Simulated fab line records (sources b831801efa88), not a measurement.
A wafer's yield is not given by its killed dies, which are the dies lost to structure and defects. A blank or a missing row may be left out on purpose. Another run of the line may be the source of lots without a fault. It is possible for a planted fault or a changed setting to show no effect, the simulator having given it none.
Matching of chambers + flow sky130 + 4 sister chambers for SKY_LI_CONTACT_ETCH_15 on rieDiel-02
The step etches PSG in C4F8/O2/Ar, stops on Si, target depth 600 nm. 4 wafers are shown with their chamber, then 11 later ones without.

## EACH WAFER AND ITS CHAMBER
| wafer  | chamber | oesProductAu (a.u.) |
|--------|---------|---------------------|
| L083.2 | 2       | 0.837               |
| L086.3 | 0       | 0.836               |
| L086.6 | 1       | 0.835               |
| L093.1 | 3       | 0.838               |

## WAFERS WITH NO CHAMBER GIVEN
| wafer  | oesProductAu (a.u.) |
|--------|---------------------|
| L093.2 | 0.828               |
| L093.3 | 0.830               |
| L093.4 | 0.834               |
| L093.5 | 0.839               |
| L093.6 | 0.837               |
| L096.1 | 0.839               |
| L096.2 | 0.835               |
| L096.3 | 0.840               |
| L096.4 | 0.830               |
| L096.5 | 0.840               |
| L096.6 | 0.842               |

## EACH ONE'S CHAMBER
| wafer  | from the rows above               | in truth |
|--------|-----------------------------------|----------|
| L093.2 | can't be placed: 1 or 0 or 2 or 3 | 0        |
| L093.3 | can't be placed: 1 or 0 or 2 or 3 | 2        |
| L093.4 | can't be placed: 1 or 0 or 2 or 3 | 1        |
| L093.5 | can't be placed: 3 or 2 or 0 or 1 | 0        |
| L093.6 | can't be placed: 2 or 0 or 3 or 1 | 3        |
| L096.1 | can't be placed: 3 or 2 or 0 or 1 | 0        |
| L096.2 | can't be placed: 1 or 0 or 2 or 3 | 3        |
| L096.3 | can't be placed: 3 or 2 or 0 or 1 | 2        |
| L096.4 | can't be placed: 1 or 0 or 2 or 3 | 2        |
| L096.5 | can't be placed: 3 or 2 or 0 or 1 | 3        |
| L096.6 | can't be placed: 3 or 2 or 0 or 1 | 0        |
Correctly placed: 0 of 11. Unplaceable from these rows: 11, with the true chamber sitting among the candidates in 11. Wrongly placed: 0.
How it was worked out, from the rows above alone: a wafer's distance from a chamber is the root of the sum, over the readings, of the square of ((its reading less the chamber's mean) divided by the reading's scatter). If the next closest chamber is less than 2 further off than the closest, the wafer can't be placed; otherwise it belongs to the closest. The mean given for a chamber averages the wafers shown for that chamber. The scatter: root of mean squared gap, hidden wafer to nearest shown wafer, with one shown wafer a chamber.
